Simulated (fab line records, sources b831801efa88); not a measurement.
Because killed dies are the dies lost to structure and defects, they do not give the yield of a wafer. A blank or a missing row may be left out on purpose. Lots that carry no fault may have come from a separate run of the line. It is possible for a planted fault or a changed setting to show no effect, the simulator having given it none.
Matching of chambers | flow gf180mcu | GF_V1_ETCH_16 on rie diel-01: 4 sister chambers
The step etches BARC in N2/H2. 8 wafers are shown with their chamber, then 7 later ones without.

## WAFERS PAIRED WITH THEIR CHAMBERS
wafer  | chamber | drypump motor current A (A) | throttle valve pct (%)
L975.2 | 2       | 5.6                         | 13.216
L978.5 | 3       | 6.6                         | 13.217
L979.2 | 3       | 6.5                         | 13.225
L981.1 | 1       | 6.3                         | 13.238
L981.2 | 0       | 6.1                         | 13.229
L981.3 | 2       | 5.6                         | 13.231
L989.1 | 1       | 6.3                         | 13.239
L989.2 | 0       | 6.1                         | 13.216

## WAFERS MISSING THEIR CHAMBER
wafer  | drypump motor current A (A) | throttle valve pct (%)
L989.3 | 5.6                         | 13.224
L991.2 | 6.3                         | 13.239
L991.3 | 5.6                         | 13.225
L991.5 | 6.5                         | 13.221
L994.2 | 5.6                         | 13.246
L994.3 | 6.1                         | 13.217
L994.6 | 6.5                         | 13.219

## EACH ONE'S CHAMBER
wafer  | from the rows above | in truth
L989.3 | 2                   | 2
L991.2 | 1                   | 1
L991.3 | 2                   | 2
L991.5 | 3                   | 3
L994.2 | 2                   | 2
L994.3 | 0                   | 0
L994.6 | 3                   | 3
Correctly placed: 7 of 7. Number that these rows cannot place: 0. 0 placed wrongly.
How it was worked out, from the rows above alone: a wafer's distance from a chamber is the root of the sum, over the readings, of the square of ((its reading less the chamber's mean) divided by the reading's scatter). If the next closest chamber is less than 2 further off than the closest, the wafer can't be placed; otherwise it belongs to the closest. A chamber's mean is the mean of its shown wafers. The scatter is the square root of a quotient: the sum, over the shown wafers, of each reading's squared deviation from its chamber's mean, divided by wafers minus chambers.
